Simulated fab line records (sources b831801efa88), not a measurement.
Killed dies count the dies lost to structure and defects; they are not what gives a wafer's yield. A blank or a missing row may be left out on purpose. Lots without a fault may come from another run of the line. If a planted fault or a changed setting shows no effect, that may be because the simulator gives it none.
Which tool was responsible? / flow sky130 / 6 lots (18 wafers sampled), 1 step of a 708-step route

WHAT THE GAUGES READ, wafer by wafer
SKY_LOCAL_INTERCONNECT_RS_MEAS_01: a four-point-probe measurement.
lot=L394; measured=day 30 14:11; on=film_metro-04; LOCAL_INTERCONNECT_TIN_RS (ohm/sq)=14.12 13.96 14.08
lot=L397; measured=day 31 16:40; on=film_metro-04; LOCAL_INTERCONNECT_TIN_RS (ohm/sq)=14.51 14.52 14.35
lot=L400; measured=day 33 03:32; on=film_metro-04; LOCAL_INTERCONNECT_TIN_RS (ohm/sq)=14.17 14.28 14.16
lot=L402; measured=day 33 17:31; on=film_metro-03; LOCAL_INTERCONNECT_TIN_RS (ohm/sq)=14.48 14.25 14.38
lot=L408; measured=day 35 09:44; on=film_metro-04; LOCAL_INTERCONNECT_TIN_RS (ohm/sq)=13.82 13.91 13.97
lot=L413; measured=day 36 21:24; on=film_metro-01; LOCAL_INTERCONNECT_TIN_RS (ohm/sq)=14.23 14.25 14.21

WHICH TOOL RAN EACH LOT (tool, then ch and the chambers of the sampled wafers, then the start)
No process step before these readings appears in the record.

THE ANSWER, worked out from the rows above alone
Rule: what is usual is taken from the lots themselves. Put in order of their means at a reading, lots are off if they are a third of the lots or fewer, leave a main group of 4 or more, and stand apart from it by a gap of 3 or more times the standard deviation of the main group's means; of several such gaps the widest counts. A main group is skipped when, at the precision printed for the reading in the tables above, its means are all equal. A lot without any number at a reading at which 4 lots or more have one is off too. Where the step has rows for the other lots, those lots are counted as sound.
Across all readings shown, no lot is off: no conclusion can be drawn from this.

WHAT THE SIMULATOR PUT IN
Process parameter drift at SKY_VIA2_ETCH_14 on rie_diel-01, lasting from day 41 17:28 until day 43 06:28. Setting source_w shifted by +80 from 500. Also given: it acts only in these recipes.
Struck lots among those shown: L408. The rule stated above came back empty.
